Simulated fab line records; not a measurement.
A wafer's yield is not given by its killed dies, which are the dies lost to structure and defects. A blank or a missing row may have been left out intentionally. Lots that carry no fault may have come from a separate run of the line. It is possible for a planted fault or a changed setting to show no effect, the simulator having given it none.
Chamber matching    flow sky130    4 sister chambers for SKY_POLY_CUT_ETCH_10 on rie_diel-01
The step etches BARC in N2/H2, stops on SiO2, time 45.9 s, target depth 60 nm. 4 wafers are shown with their chamber, then 7 later ones without.

EACH WAFER AND ITS CHAMBER
wafer   chamber  drypump_motor_current_A (A)
L758.4  3        5.41
L768.3  1        5.55
L769.1  0        5.84
L769.2  2        6.23

WAFERS WITHOUT THEIR CHAMBER
wafer   drypump_motor_current_A (A)
L769.4  6.23
L771.1  5.41
L771.3  5.82
L771.5  5.39
L772.2  5.82
L772.3  5.43
L772.4  6.26

EACH ONE'S CHAMBER
wafer   from the rows above  in truth
L769.4  2                    2
L771.1  3                    3
L771.3  0                    0
L771.5  3                    3
L772.2  0                    0
L772.3  3                    3
L772.4  2                    2
7 of 7 placed correctly. Can't be placed from these rows: 0. 0 placed wrongly.
How it was worked out, from the rows above alone: a wafer's distance from a chamber is the root of the sum, over the readings, of the square of ((its reading less the chamber's mean) divided by the reading's scatter). If the next closest chamber is less than 2 further off than the closest, the wafer can't be placed; otherwise it belongs to the closest. For every chamber, the mean is computed from those of its wafers that are shown. The scatter (one wafer shown for each chamber): square how far every hidden wafer sits from the nearest shown wafer, average those squares and take the square root.
